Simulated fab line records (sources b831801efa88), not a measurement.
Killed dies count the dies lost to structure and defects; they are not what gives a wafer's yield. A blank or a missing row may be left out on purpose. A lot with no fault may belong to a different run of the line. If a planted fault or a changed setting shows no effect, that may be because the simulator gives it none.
Chamber matching | flow gf180mcu | pecvd-02 running GF_V3_CVD_02: 3 sister chambers
The step deposits SiO2 from TEOS, target thk 850 nm, time 93.19 s. 6 wafers are shown with their chamber, then 10 later ones without.

== WAFERS WITH THEIR CHAMBER ==
wafer  | chamber | heater power outer w (W) | heater power w (W)
L086.3 | 2       | 377                      | 693
L088.1 | 2       | 315                      | 639
L088.3 | 1       | 380                      | 653
L088.5 | 0       | 404                      | 666
L092.4 | 0       | 321                      | 559
L092.5 | 1       | 345                      | 602

== WAFERS MISSING THEIR CHAMBER ==
wafer  | heater power outer w (W) | heater power w (W)
L092.6 | 370                      | 725
L095.1 | 388                      | 661
L095.4 | 398                      | 673
L095.6 | 416                      | 689
L096.3 | 340                      | 597
L096.4 | 373                      | 628
L096.6 | 397                      | 691
L097.2 | 335                      | 650
L097.5 | 418                      | 726
L097.6 | 379                      | 706

== WHICH CHAMBER EACH WENT THROUGH ==
wafer  | from the rows above          | in truth
L092.6 | can't be placed: 2 or 1 or 0 | 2
L095.1 | can't be placed: 1 or 2 or 0 | 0
L095.4 | can't be placed: 1 or 2 or 0 | 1
L095.6 | can't be placed: 2 or 1 or 0 | 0
L096.3 | can't be placed: 0 or 1 or 2 | 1
L096.4 | can't be placed: 1 or 0 or 2 | 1
L096.6 | can't be placed: 2 or 1 or 0 | 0
L097.2 | can't be placed: 2 or 1 or 0 | 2
L097.5 | can't be placed: 2 or 1 or 0 | 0
L097.6 | can't be placed: 2 or 1 or 0 | 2
Correct placement for 0 of the 10. Not placeable from these rows: 10 (in 10, the candidates include the true chamber). Wrongly placed: 0.
How it was worked out, from the rows above alone: a wafer's distance from a chamber is the root of the sum, over the readings, of the square of ((its reading less the chamber's mean) divided by the reading's scatter). The wafer belongs to the nearest chamber; if the next one is less than 2 further off, it can't be placed. A chamber's mean is the mean of its shown wafers. How the scatter is found: for the shown wafers, subtract from each reading the mean of its chamber, square and add these, divide the total by (wafers less chambers), then take the root.
